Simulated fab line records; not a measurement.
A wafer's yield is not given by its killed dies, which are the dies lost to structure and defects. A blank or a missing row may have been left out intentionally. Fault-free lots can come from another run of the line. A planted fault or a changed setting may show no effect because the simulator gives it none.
Matching of chambers / flow gf180mcu / GF_SAB_ETCH_11 on rie diel-04 has 4 sister chambers
The step etches SiO2 in C4F8/O2/Ar, target depth 55 nm, time 8.5 s. 4 wafers are shown with their chamber, then 10 later ones without.

WAFERS, EACH WITH ITS CHAMBER
wafer=L084.5; chamber=2; oes product au (a.u.)=0.997
wafer=L088.5; chamber=0; oes product au (a.u.)=1.012
wafer=L090.3; chamber=3; oes product au (a.u.)=1.022
wafer=L090.4; chamber=1; oes product au (a.u.)=1.000

WAFERS WITH NO CHAMBER GIVEN
wafer=L090.6; oes product au (a.u.)=1.019
wafer=L091.1; oes product au (a.u.)=1.007
wafer=L091.3; oes product au (a.u.)=0.998
wafer=L091.5; oes product au (a.u.)=0.987
wafer=L093.2; oes product au (a.u.)=0.995
wafer=L093.3; oes product au (a.u.)=0.993
wafer=L093.5; oes product au (a.u.)=0.999
wafer=L096.3; oes product au (a.u.)=0.984
wafer=L096.4; oes product au (a.u.)=0.996
wafer=L096.5; oes product au (a.u.)=0.997

WHICH CHAMBER EACH WENT THROUGH
wafer=L090.6; from the rows above=can't be placed: 3 or 0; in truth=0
wafer=L091.1; from the rows above=can't be placed: 0 or 1 or 2 or 3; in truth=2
wafer=L091.3; from the rows above=can't be placed: 2 or 1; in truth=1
wafer=L091.5; from the rows above=can't be placed: 2 or 1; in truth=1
wafer=L093.2; from the rows above=can't be placed: 2 or 1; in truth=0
wafer=L093.3; from the rows above=can't be placed: 2 or 1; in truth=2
wafer=L093.5; from the rows above=can't be placed: 1 or 2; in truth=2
wafer=L096.3; from the rows above=can't be placed: 2 or 1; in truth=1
wafer=L096.4; from the rows above=can't be placed: 2 or 1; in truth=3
wafer=L096.5; from the rows above=can't be placed: 2 or 1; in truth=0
Placed correctly: 0 of 10. Not placeable from these rows: 10 (in 7, the candidates include the true chamber). Wrongly placed: 0.
How it was worked out, from the rows above alone: a wafer's distance from a chamber is the root of the sum, over the readings, of the square of ((its reading less the chamber's mean) divided by the reading's scatter). The wafer belongs to the nearest chamber; if the next one is less than 2 further off, it can't be placed. For every chamber, the mean is computed from those of its wafers that are shown. The scatter: with one shown wafer a chamber, the root of the mean of the squares of how far each hidden wafer lies from its nearest shown one.
